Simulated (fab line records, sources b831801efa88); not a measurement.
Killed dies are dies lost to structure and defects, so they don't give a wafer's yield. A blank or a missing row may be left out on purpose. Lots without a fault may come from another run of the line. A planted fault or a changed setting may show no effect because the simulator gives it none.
fab line records | flow sky130
record lots=12 wafers=35 last_day=50
route steps=708 shown POLY_GATE@218 LDD_HVN@274 VIA2@507 PAD_OPEN@708
lots that met no fault: from a run of the same line without faults
start_h: hours from the record's first day to the start of the lot's first wafer shown | wait_h: hours since the lot's step before | " the same as in the row above | L1.1+2: a row that stands for several wafers | - no value, or no start given | * or withheld: withheld | < > ~ a bound
route shown NAME@n: a module of which the file shows steps, and the number in the route of the first | usual: mean/standard deviation of fault-free wafers | same: alike in all rows | chamber/n: place in a boat | sites: the reading at each site | _std_site: their standard deviation | _edge_site: outer sites' mean less inner sites' | radius_mm: how far each site lies from the wafer's centre | mask NAME#n: copy n | behind: the tool/chamber that last shaped the wafer | hold: why the lot was held/for how many hours/how that ended | device: the transistor (n, p or np) that didn't switch | end of line: the same wafers' tests at the end of the route | a step without rows: its recipe alone | killed: dies lost to structure and defects at the first sort, not the wafer's yield | map: a wafer's dies, x killed, . not, _ none there
set.NAME: the setting as run; set.NAME@STEP: as run at that earlier step | model.NAME: the simulator's own value behind a step, which no gauge read
steps of the route over a sample of lots; a table a step, a row a wafer
services: from which hour (start_h, from the record's first day; less than 0 if before it) a tool's chamber was out of use, for how many hours, and why
## steps
# step SKY_POLY_GATE_THK_MEAS_04
# recipe reads=Si3N4_of_POLY_GATE_CVD_03
# usual POLY_GATE_CVD_03_THK=74.8/0.77
# columns lot.wafer tool chamber start_h wait_h POLY_GATE_CVD_03_THK[nm]
L518.2 film_metro-02 - 357.79 0.0 75.3
L518.3 " - " " 74.2
L518.6 " - " " 74.9
L519.3 film_metro-03 - 363.20 0.0 74.2
L519.5 " - " " 74.6
L519.6 " - " " 74.1
L521.2 film_metro-01 - 371.60 0.0 76.8
L521.5 " - " " 76.6
L521.6 " - " " 76.7
L520.1 film_metro-03 - 372.95 0.0 73.9
L520.2 " - " " 74.4
L520.4 " - " " 74.0
L522.4 film_metro-03 - 387.50 0.0 73.4
L522.5 " - " " 74.7
L522.6 " - " " 74.3
L524.2 film_metro-01 - 402.89 0.0 73.5
L524.5 " - " " 74.8
L524.6 " - " " 74.2
L523.1 film_metro-01 - 406.02 0.0 74.7
L523.2 " - " " 74.8
L523.3 " - " " 74.7
L531.1 film_metro-03 - 462.37 0.0 75.1
L531.3 " - " " 75.4
L535.1 film_metro-02 - 490.82 0.0 73.9
L535.2 " - " " 74.2
L535.4 " - " " 74.2
L536.3 film_metro-02 - 493.40 0.0 74.9
L536.5 " - " " 74.6
L536.6 " - " " 74.8
L539.2 film_metro-01 - 518.59 0.0 75.8
L539.4 " - " " 75.4
L539.6 " - " " 75.8
L541.2 film_metro-01 - 532.78 0.0 75.3
L541.3 " - " " 74.8
L541.4 " - " " 75.0
# step SKY_LDD_HVN_OVL_MEAS_07
# usual LDD_HVN_OVL=1.3/1.4
# columns lot.wafer tool chamber start_h wait_h LDD_HVN_OVL[nm]
L518.2 overlay-01 - 481.10 0.1 0.2
L518.3 " - " " 0.6
L518.6 " - " " 0.6
L519.3 overlay-01 - 489.14 0.1 3.8
L519.5 " - " " 0.0
L519.6 " - " " 1.6
L520.1 overlay-02 - 499.18 0.1 1.7
L520.2 " - " " 3.2
L520.4 " - " " 3.1
L521.2 overlay-02 - 499.72 0.1 1.3
L521.5 " - " " 3.2
L521.6 " - " " 0.2
L522.4 overlay-02 - 514.78 0.1 0.9
L522.5 " - " " 2.8
L522.6 " - " " 0.8
L524.2 overlay-02 - 530.75 0.1 0.9
L524.5 " - " " 2.9
L524.6 " - " " 2.5
L523.1 overlay-01 - 533.43 0.1 1.2
L523.2 " - " " -0.5
L523.3 " - " " 2.3
L531.1 overlay-02 - 587.58 0.1 2.3
L531.3 " - " " 1.6
L535.1 overlay-01 - 614.31 0.1 4.1
L535.2 " - " " 1.9
L535.4 " - " " 2.1
L536.3 overlay-02 - 617.22 0.1 0.4
L536.5 " - " " 2.2
L536.6 " - " " 0.5
L539.2 overlay-01 - 643.47 0.1 -0.9
L539.4 " - " " -1.6
L539.6 " - " " -1.1
L541.2 overlay-01 - 655.05 0.1 -1.6
L541.3 " - " " -0.5
L541.4 " - " " 1.9
# step SKY_VIA2_HDPCVD_00
# recipe material=SiO2 target_thk_nm=1180 sigma_open_frac=0.3 time_s=196.7 temp_c=400 sih4_flow_sccm=60 pressure_mtorr=6
# usual run_length_s=224.7/0.55 susceptor_temp_C=399.99/0.2
# columns lot.wafer tool chamber start_h wait_h run_length_s susceptor_temp_C
L518.2 hdpcvd-02 2 836.29 0.0 226.1 400.03
L518.3 " 0 " " 225.1 400.16
L518.6 " 2 " " 225.4 400.22
L519.3 hdpcvd-02 1 847.19 0.0 225.4 400.30
L519.5 " 0 " " 224.6 399.84
L519.6 " 2 " " 225.8 400.34
L520.1 hdpcvd-01 2 851.92 0.0 224.5 399.90
L520.2 " 0 " " 225.0 399.84
L520.4 " 0 " " 224.9 400.21
L521.2 hdpcvd-01 0 854.70 0.0 225.3 400.26
L521.5 " 2 " " 224.4 399.80
L521.6 " 0 " " 225.0 400.11
L522.4 hdpcvd-01 2 864.34 0.1 224.3 399.72
L522.5 " 0 " " 225.1 399.74
L522.6 " 1 " " 224.0 399.70
L524.2 hdpcvd-02 2 880.38 0.0 225.5 400.03
L524.5 " 0 " " 224.4 400.08
L524.6 " 1 " " 225.3 399.95
L523.1 hdpcvd-01 0 884.81 0.0 225.0 400.09
L523.2 " 1 " " 224.1 399.71
L523.3 " 2 " " 224.4 400.21
L531.1 hdpcvd-01 2 927.10 0.0 236.1 400.09
L531.3 " 0 " " 225.1 399.98
L535.1 hdpcvd-02 0 949.59 0.0 224.0 399.83
L535.2 " 1 " " 224.9 399.86
L535.4 " 1 " " 224.9 399.98
L536.3 hdpcvd-02 0 951.54 0.0 224.1 399.60
L536.5 " 1 " " 224.7 400.14
L536.6 " 2 " " 225.0 400.03
L539.2 hdpcvd-02 1 971.48 0.0 225.4 400.07
L539.4 " 1 " " 225.2 400.10
L539.6 " 1 " " 224.7 400.11
L541.2 hdpcvd-02 2 985.45 0.0 225.1 400.17
L541.3 " 1 " " 224.7 400.18
L541.4 " 1 " " 224.6 400.03
# step SKY_VIA2_THK_MEAS_01
# recipe reads=SiO2_of_VIA2_HDPCVD_00
# usual VIA2_HDPCVD_THK=1176/12
# columns lot.wafer tool chamber start_h wait_h hold VIA2_HDPCVD_THK[nm]
L518.2 film_metro-04 - 836.43 0.1 - 1181
L518.3 " - " " - 1195
L518.6 " - " " - 1178
L519.3 film_metro-04 - 847.34 0.1 - 1174
L519.5 " - " " - 1192
L519.6 " - " " - 1184
L520.1 film_metro-04 - 852.04 0.1 - 1173
L520.2 " - " " - 1161
L520.4 " - " " - 1161
L521.2 film_metro-04 - 854.84 0.1 - 1180
L521.5 " - " " - 1187
L521.6 " - " " - 1194
L522.4 film_metro-01 - 864.43 0.0 - 1187
L522.5 " - " " - 1179
L522.6 " - " " - 1180
L524.2 film_metro-02 - 880.52 0.1 - 1168
L524.5 " - " " - 1183
L524.6 " - " " - 1176
L523.1 film_metro-01 - 884.94 0.1 - 1181
L523.2 " - " " - 1178
L523.3 " - " " - 1179
L531.1 film_metro-04 - 927.23 0.1 await_dispo/0.2h/release 1261
L531.3 " - " " await_dispo/0.2h/release 1177
L531.1 film_metro-04 - 927.46 0.2 - 1260
L531.3 " - " " - 1178
L535.1 film_metro-04 - 949.72 0.1 - 1183
L535.2 " - " " - 1168
L535.4 " - " " - 1160
L536.3 film_metro-02 - 951.69 0.1 - 1154
L536.5 " - " " - 1177
L536.6 " - " " - 1170
L539.2 film_metro-02 - 971.68 0.1 - 1168
L539.4 " - " " - 1159
L539.6 " - " " - 1169
L541.2 film_metro-04 - 985.58 0.1 - 1160
L541.3 " - " " - 1164
L541.4 " - " " - 1147
# step SKY_VIA2_THK_MEAS_23
# recipe thk_meas_gauge=xrf reads=W_of_VIA2_CVD_21
# usual VIA2_W_THK=399/5.3
# columns lot.wafer tool chamber start_h wait_h VIA2_W_THK[nm]
L518.2 film_metro-04 - 864.17 0.1 399
L518.3 " - " " 391
L518.6 " - " " 398
L519.3 film_metro-01 - 875.96 0.1 402
L519.5 " - " " 400
L519.6 " - " " 397
L520.1 film_metro-01 - 879.55 0.1 391
L520.2 " - " " 396
L520.4 " - " " 400
L521.2 film_metro-02 - 882.37 0.1 406
L521.5 " - " " 402
L521.6 " - " " 407
L522.4 film_metro-04 - 891.01 0.1 397
L522.5 " - " " 390
L522.6 " - " " 396
L524.2 film_metro-02 - 907.21 0.1 399
L524.5 " - " " 406
L524.6 " - " " 397
L523.1 film_metro-04 - 911.48 0.1 393
L523.2 " - " " 398
L523.3 " - " " 404
L531.1 film_metro-02 - 953.09 0.1 399
L531.3 " - " " 398
L535.1 film_metro-04 - 974.64 0.1 401
L535.2 " - " " 392
L535.4 " - " " 393
L536.3 film_metro-02 - 976.91 0.1 399
L536.5 " - " " 401
L536.6 " - " " 404
L539.2 film_metro-01 - 996.84 0.1 395
L539.4 " - " " 405
L539.6 " - " " 398
L541.2 film_metro-02 - 1010.03 0.1 408
L541.3 " - " " 404
L541.4 " - " " 412
# step SKY_PAD_OPEN_PROBE_99
# usual defect_limited_yield=82.5/1.9 killed_at_M0_to_M3=43/6.8 killed_at_M4_up=3.0/1.6 killed_at_contacts=25/6 killed_at_front_end=15/4.4 killed_at_other=0.3/0.52 killed_dies=86/9.6 killed_open=47/6.7 killed_short=39/6.8 sort_bin_3_pad_short=0.9/0.43 sort_bin_5_function=10.3/1.5 sort_bin_6_memory=6.3/1.1 sort_n_pass=406/9.6 sort_yield_pct=82.5/1.9
# same gross_dies=492 killed_at_back_side=0 sort_bin_4_leakage[%]=0 sort_bin_8_speed[%]=0
# columns lot.wafer tool chamber start_h wait_h hold defect_limited_yield[%] killed_at_M0_to_M3 killed_at_M4_up killed_at_contacts killed_at_front_end killed_at_other killed_dies killed_open killed_short sort_bin_3_pad_short[%] sort_bin_5_function[%] sort_bin_6_memory[%] sort_n_pass sort_yield_pct[%]
L518.2 prober-02 - 1088.33 0.1 - 85.4 38 0 20 14 0 72 46 26 0.8 7.1 6.7 420 85.4
L518.3 prober-02 - 1088.38 0.2 - 79.1 51 2 32 18 0 103 50 53 1.6 12.2 7.1 389 79.1
L518.6 prober-02 - 1088.53 0.2 - 82.7 36 4 32 13 0 85 45 40 0.6 8.9 7.7 407 82.7
L519.3 prober-01 - 1096.75 0.2 - 82.9 37 2 31 13 1 84 44 39 1.6 9.8 5.7 408 82.9
L519.5 prober-01 - 1096.85 0.2 - 82.9 42 4 27 11 0 84 48 36 0.8 11.0 5.3 408 82.9
L519.6 prober-01 - 1096.90 0.2 - 81.9 44 5 23 17 0 89 46 41 0.6 13.4 4.1 403 81.9
L520.1 prober-02 - 1097.91 0.1 - 81.9 47 2 23 17 0 89 48 41 1.6 10.0 6.5 403 81.9
L520.2 prober-02 - 1097.96 0.1 - 83.9 45 3 15 16 0 79 45 33 0.8 10.0 5.3 413 83.9
L520.4 prober-02 - 1098.06 0.2 - 87.0 29 4 16 15 0 64 29 35 1.2 7.3 4.5 428 87.0
L521.2 prober-01 - 1102.18 0.1 - 84.6 42 3 16 15 0 76 41 35 1.2 8.9 5.3 416 84.6
L521.5 prober-01 - 1102.33 0.2 - 86.0 41 1 10 17 0 69 30 39 1.2 7.5 5.3 423 86.0
L521.6 prober-01 - 1102.38 0.2 - 79.1 44 3 39 17 0 103 54 49 1.2 12.4 7.3 389 79.1
L522.4 prober-02 - 1109.15 0.2 - 78.0 53 2 30 23 0 108 47 61 2.2 13.2 6.5 384 78.0
L522.5 prober-02 - 1109.20 0.2 - 81.9 37 1 32 18 1 89 42 47 1.6 11.0 5.5 403 81.9
L522.6 prober-02 - 1109.25 0.2 - 79.7 51 2 20 27 0 100 53 47 1.6 11.4 7.3 392 79.7
L524.2 prober-01 - 1121.11 0.1 - 81.5 43 6 24 17 1 91 46 45 0.8 11.8 5.9 401 81.5
L524.5 prober-01 - 1121.26 0.2 - 84.8 45 4 14 12 0 75 37 38 1.0 8.3 5.9 417 84.8
L524.6 prober-01 - 1121.31 0.2 - 81.3 60 0 23 9 0 92 38 54 1.2 11.0 6.5 400 81.3
L523.1 prober-02 - 1126.81 0.1 - 83.3 34 3 25 20 0 82 51 31 0.8 10.0 5.9 410 83.3
L523.2 prober-02 - 1126.86 0.1 - 81.5 45 1 28 17 0 91 58 33 1.4 10.8 6.3 401 81.5
L523.3 prober-02 - 1126.91 0.2 - 82.5 35 3 29 19 0 86 48 38 1.0 9.6 6.9 406 82.5
L531.1 prober-01 - 1158.30 0.1 await_dispo/4.3h/release 81.3 38 4 37 13 0 92 48 44 0.8 11.6 6.3 400 81.3
L531.3 prober-01 - 1158.40 0.2 await_dispo/4.3h/release 81.7 46 5 26 13 0 90 50 38 1.2 8.1 8.9 402 81.7
L535.1 prober-01 - 1174.40 0.1 - 86.4 36 2 15 14 0 67 39 28 0.6 8.1 4.9 425 86.4
L535.2 prober-01 - 1174.45 0.1 - 83.1 39 4 24 16 0 83 45 38 1.0 9.8 6.1 409 83.1
L535.4 prober-01 - 1174.55 0.2 - 81.9 58 2 22 7 0 89 50 39 0.8 10.2 7.1 403 81.9
L536.3 prober-02 - 1176.92 0.2 - 81.3 47 3 14 26 2 92 44 46 1.2 12.2 5.3 400 81.3
L536.5 prober-02 - 1177.02 0.2 - 81.5 45 1 24 19 2 91 41 50 1.0 12.2 5.3 401 81.5
L536.6 prober-02 - 1177.07 0.2 - 82.1 52 2 24 9 1 88 43 44 0.8 9.8 7.3 404 82.1
L539.2 prober-01 - 1190.43 0.1 - 79.5 43 2 31 25 0 101 56 44 0.4 12.4 7.7 391 79.5
L539.4 prober-01 - 1190.53 0.2 - 83.3 42 6 21 12 1 82 40 40 1.0 8.5 7.1 410 83.3
L539.6 prober-01 - 1190.63 0.2 - 83.5 39 4 24 14 0 81 50 30 0.2 8.9 7.3 411 83.5
L541.2 prober-01 - 1199.60 0.1 - 82.1 43 0 33 10 2 88 45 43 0.8 10.6 6.5 404 82.1
L541.3 prober-01 - 1199.65 0.2 - 84.1 36 1 23 18 0 78 53 23 0.4 8.9 6.5 414 84.1
L541.4 prober-01 - 1199.70 0.2 - 79.3 42 6 33 20 1 102 51 51 0.8 13.2 6.7 390 79.3
# killed by level:class
L518.2 VIA1:geometric_particle:open=9 VIA3:geometric_particle:open=7 CONTACT:geometric_particle:open=6 FIELD_ISO:geometric_particle:open=5 POLY_GATE:geometric_particle:open=5 LI_CONTACT:geometric_particle:open=5 VIA2:geometric_particle:short=5 METAL1:geometric_particle:short=4
L518.3 LI_CONTACT:geometric_particle:open=10 CONTACT:geometric_particle:open=10 CONTACT:geometric_particle:short=9 METAL1:geometric_particle:short=9 METAL2:geometric_particle:short=9 VIA3:geometric_particle:open=9 FIELD_ISO:geometric_particle:short=8 VIA1:geometric_particle:open=6
L518.6 CONTACT:geometric_particle:open=8 VIA1:geometric_particle:open=8 LI_CONTACT:geometric_particle:open=7 LOCAL_INTERCONNECT:geometric_particle:short=6 CONTACT:geometric_particle:short=6 FIELD_ISO:geometric_particle:short=4 LI_CONTACT:geometric_particle:short=4 METAL1:geometric_particle:short=4
L519.3 CONTACT:geometric_particle:open=10 VIA1:geometric_particle:open=9 LI_CONTACT:geometric_particle:open=7 LOCAL_INTERCONNECT:geometric_particle:short=6 VIA3:geometric_particle:open=5 POLY_GATE:geometric_particle:short=4 VIA1:geometric_particle:short=4 METAL1:geometric_particle:short=4
L519.5 CONTACT:geometric_particle:open=11 VIA1:geometric_particle:open=8 LI_CONTACT:geometric_particle:open=7 METAL2:geometric_particle:short=6 VIA3:geometric_particle:open=6 VIA3:geometric_particle:short=5 VIA1:geometric_particle:short=5 VIA2:geometric_particle:open=5
L519.6 CONTACT:geometric_particle:open=10 METAL2:geometric_particle:short=9 VIA1:geometric_particle:open=8 VIA3:geometric_particle:open=7 VIA1:geometric_particle:short=6 VIA2:geometric_particle:open=6 FIELD_ISO:geometric_particle:open=5 LI_CONTACT:geometric_particle:open=4
L520.1 LI_CONTACT:geometric_particle:open=7 VIA1:geometric_particle:open=7 VIA3:geometric_particle:open=7 VIA2:geometric_particle:open=6 VIA1:geometric_particle:short=6 METAL2:geometric_particle:short=6 POLY_GATE:geometric_particle:open=5 LOCAL_INTERCONNECT:geometric_particle:short=5
L520.2 VIA1:geometric_particle:open=11 CONTACT:geometric_particle:open=8 METAL2:geometric_particle:short=7 VIA3:geometric_particle:open=6 VIA2:geometric_particle:open=5 FIELD_ISO:geometric_particle:open=4 POLY_GATE:geometric_particle:short=4 POLY_GATE:geometric_particle:open=4
L520.4 VIA1:geometric_particle:open=6 CONTACT:geometric_particle:open=6 METAL2:geometric_particle:short=5 POLY_GATE:geometric_particle:short=4 LOCAL_INTERCONNECT:geometric_particle:short=4 METAL1:geometric_particle:short=4 VIA2:geometric_particle:open=4 FIELD_ISO:geometric_particle:short=3
L521.2 VIA1:geometric_particle:open=10 LI_CONTACT:geometric_particle:open=7 VIA3:geometric_particle:open=6 FIELD_ISO:geometric_particle:short=5 VIA2:geometric_particle:open=5 METAL2:geometric_particle:short=5 CONTACT:geometric_particle:open=4 METAL3:geometric_particle:short=4
L521.5 METAL1:geometric_particle:short=8 FIELD_ISO:geometric_particle:short=7 VIA3:geometric_particle:short=7 FIELD_ISO:geometric_particle:open=6 VIA3:geometric_particle:open=6 VIA1:geometric_particle:open=5 CONTACT:geometric_particle:open=4 VIA1:geometric_particle:short=4
L521.6 CONTACT:geometric_particle:open=14 LI_CONTACT:geometric_particle:open=9 VIA2:geometric_particle:open=8 LOCAL_INTERCONNECT:geometric_particle:short=7 VIA1:geometric_particle:open=7 CONTACT:geometric_particle:short=6 VIA3:geometric_particle:open=6 METAL1:geometric_particle:short=6
L522.4 VIA1:geometric_particle:open=13 LOCAL_INTERCONNECT:geometric_particle:short=9 METAL1:geometric_particle:short=8 CONTACT:geometric_particle:open=7 VIA3:geometric_particle:open=7 CONTACT:geometric_particle:short=6 FIELD_ISO:geometric_particle:short=6 POLY_GATE:geometric_particle:short=5
L522.5 CONTACT:geometric_particle:open=11 VIA3:geometric_particle:open=9 POLY_GATE:geometric_particle:short=8 METAL2:geometric_particle:short=8 CONTACT:geometric_particle:short=7 LI_CONTACT:geometric_particle:open=6 VIA1:geometric_particle:open=5 POLY_CUT:geometric_particle:short=4
L522.6 VIA1:geometric_particle:open=14 VIA2:geometric_particle:open=9 POLY_GATE:geometric_particle:open=8 METAL1:geometric_particle:short=8 CONTACT:geometric_particle:open=7 POLY_GATE:geometric_particle:short=6 LOCAL_INTERCONNECT:geometric_particle:short=6 VIA3:geometric_particle:open=5
L524.2 VIA3:geometric_particle:open=10 VIA1:geometric_particle:short=8 CONTACT:geometric_particle:open=8 FIELD_ISO:geometric_particle:short=7 METAL2:geometric_particle:short=6 VIA2:geometric_particle:open=6 CONTACT:geometric_particle:short=5 LOCAL_INTERCONNECT:geometric_particle:open=5
L524.5 VIA1:geometric_particle:open=9 VIA1:geometric_particle:short=8 VIA2:geometric_particle:open=5 METAL2:geometric_particle:short=5 POLY_GATE:geometric_particle:open=4 LI_CONTACT:geometric_particle:short=4 LI_CONTACT:geometric_particle:open=4 METAL3:geometric_particle:short=4
L524.6 VIA1:geometric_particle:open=11 CONTACT:geometric_particle:short=10 METAL1:geometric_particle:short=8 METAL2:geometric_particle:short=8 VIA3:geometric_particle:short=8 VIA1:geometric_particle:short=7 CONTACT:geometric_particle:open=6 VIA3:geometric_particle:open=6
L523.1 VIA1:geometric_particle:open=14 CONTACT:geometric_particle:open=10 LI_CONTACT:geometric_particle:open=9 FIELD_ISO:geometric_particle:open=7 POLY_GATE:geometric_particle:short=6 FIELD_ISO:geometric_particle:short=5 VIA2:geometric_particle:open=5 CONTACT:geometric_particle:short=4
L523.2 VIA1:geometric_particle:open=12 CONTACT:geometric_particle:open=10 FIELD_ISO:geometric_particle:open=9 LI_CONTACT:geometric_particle:open=9 VIA3:geometric_particle:open=7 VIA2:geometric_particle:open=6 VIA1:geometric_particle:short=6 CONTACT:geometric_particle:short=5
L523.3 CONTACT:geometric_particle:open=11 VIA2:geometric_particle:open=7 METAL1:geometric_particle:short=6 LI_CONTACT:geometric_particle:open=6 FIELD_ISO:geometric_particle:open=5 CONTACT:geometric_particle:short=5 VIA3:geometric_particle:open=5 FIELD_ISO:geometric_particle:short=4
L531.1 CONTACT:geometric_particle:open=11 VIA1:geometric_particle:open=10 LI_CONTACT:geometric_particle:open=9 CONTACT:geometric_particle:short=6 VIA1:geometric_particle:short=6 LOCAL_INTERCONNECT:geometric_particle:short=5 VIA3:geometric_particle:open=5 FIELD_ISO:geometric_particle:short=4
L531.3 LI_CONTACT:geometric_particle:open=13 VIA3:geometric_particle:open=10 VIA1:geometric_particle:open=6 METAL1:geometric_particle:short=6 CONTACT:geometric_particle:open=5 METAL3:geometric_particle:short=5 VIA3:geometric_particle:short=5 METAL4:geometric_particle:short=4
L535.1 VIA1:geometric_particle:open=10 CONTACT:geometric_particle:open=7 METAL1:geometric_particle:short=7 LI_CONTACT:geometric_particle:open=4 METAL2:geometric_particle:short=4 VIA2:geometric_particle:open=4 VIA3:geometric_particle:open=4 FIELD_ISO:geometric_particle:open=3
L535.2 CONTACT:geometric_particle:open=11 VIA1:geometric_particle:open=8 LI_CONTACT:geometric_particle:open=6 FIELD_ISO:geometric_particle:short=5 METAL1:geometric_particle:short=5 METAL3:geometric_particle:short=5 CONTACT:geometric_particle:short=4 VIA1:geometric_particle:short=4
L535.4 CONTACT:geometric_particle:open=13 VIA3:geometric_particle:open=11 VIA1:geometric_particle:open=9 VIA2:geometric_particle:open=9 VIA1:geometric_particle:short=8 METAL1:geometric_particle:short=8 CONTACT:geometric_particle:short=4 METAL2:geometric_particle:short=4
L536.3 METAL2:geometric_particle:short=13 METAL1:geometric_particle:short=8 VIA1:geometric_particle:open=8 FIELD_ISO:geometric_particle:open=7 CONTACT:geometric_particle:open=7 FIELD_ISO:geometric_particle:short=6 POLY_GATE:geometric_particle:short=6 VIA3:geometric_particle:open=5
L536.5 VIA2:geometric_particle:open=8 METAL2:geometric_particle:short=7 FIELD_ISO:geometric_particle:open=6 LOCAL_INTERCONNECT:geometric_particle:short=6 CONTACT:geometric_particle:open=6 LI_CONTACT:geometric_particle:open=5 VIA1:geometric_particle:open=5 VIA3:geometric_particle:open=5
L536.6 METAL1:geometric_particle:short=10 VIA1:geometric_particle:open=9 CONTACT:geometric_particle:open=8 METAL2:geometric_particle:short=8 LI_CONTACT:geometric_particle:open=6 LOCAL_INTERCONNECT:geometric_particle:short=5 METAL3:geometric_particle:short=5 METAL1:geometric_particle:open=4
L539.2 METAL1:geometric_particle:short=9 LI_CONTACT:geometric_particle:open=8 CONTACT:geometric_particle:open=8 VIA3:geometric_particle:open=8 FIELD_ISO:geometric_particle:open=7 VIA1:geometric_particle:open=7 VIA2:geometric_particle:open=7 LI_CONTACT:geometric_particle:short=6
L539.4 CONTACT:geometric_particle:open=9 VIA1:geometric_particle:open=8 CONTACT:geometric_particle:short=6 VIA1:geometric_particle:short=6 VIA3:geometric_particle:open=6 VIA3:geometric_particle:short=6 METAL4:geometric_particle:short=5 METAL1:geometric_particle:short=5
L539.6 VIA1:geometric_particle:open=11 VIA2:geometric_particle:open=9 CONTACT:geometric_particle:open=8 LI_CONTACT:geometric_particle:open=7 FIELD_ISO:geometric_particle:open=4 METAL2:geometric_particle:short=4 FIELD_ISO:geometric_particle:short=3 POLY_GATE:geometric_particle:open=3
L541.2 CONTACT:geometric_particle:open=12 VIA2:geometric_particle:open=8 METAL1:geometric_particle:short=7 LI_CONTACT:geometric_particle:open=7 VIA1:geometric_particle:open=6 VIA3:geometric_particle:open=6 CONTACT:geometric_particle:short=5 METAL2:geometric_particle:short=5
L541.3 VIA1:geometric_particle:open=13 CONTACT:geometric_particle:open=11 VIA2:geometric_particle:open=9 CONTACT:geometric_particle:short=6 FIELD_ISO:geometric_particle:open=5 POLY_GATE:geometric_particle:open=5 VIA3:geometric_particle:open=5 VIA1:geometric_particle:short=4
L541.4 CONTACT:geometric_particle:open=12 POLY_GATE:geometric_particle:open=9 LOCAL_INTERCONNECT:geometric_particle:short=9 VIA1:geometric_particle:open=9 METAL2:geometric_particle:short=7 LI_CONTACT:geometric_particle:open=6 VIA3:geometric_particle:open=5 METAL1:geometric_particle:short=4
## services
# columns tool chamber start_h hours kind
hdpcvd-01 - 821.98 1.4 repair
hdpcvd-02 - 906.37 14.6 pm
hdpcvd-01 - 950.25 15.0 pm
hdpcvd-01 0 950.25 15.0 vent_cycle
hdpcvd-01 1 950.25 15.0 vent_cycle
hdpcvd-01 2 950.25 15.0 vent_cycle
hdpcvd-01 0 965.25 - clean
hdpcvd-01 1 965.25 - clean
hdpcvd-01 2 965.25 - clean
hdpcvd-02 0 969.72 3.0 repair
## key
first_sign step=SKY_VIA2_HDPCVD_00 reading=run_length_s direction=up sigmas=21 usual=* struck=*
effect step=SKY_VIA2_THK_MEAS_01 reading=visit direction=added
effect step=SKY_VIA2_THK_MEAS_01 reading=VIA2_HDPCVD_THK direction=up sigmas=7.2 usual=1176 struck=1261
met_at SKY_VIA2_HDPCVD_00
struck_lots L531
struck_wafers L531.1
not_acting_at SKY_POLY_GATE_THK_MEAS_04,SKY_LDD_HVN_OVL_MEAS_07,SKY_VIA2_THK_MEAS_23
onset_between 884.81 927.10
fault kind=process_parameter_drift tool=hdpcvd-01 chamber=- onset_h=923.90 steps=SKY_VIA2_HDPCVD_00 channel=time_s offset=* shape=step end_h=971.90 scope=struck_wafers_only acts_in=* stated=*
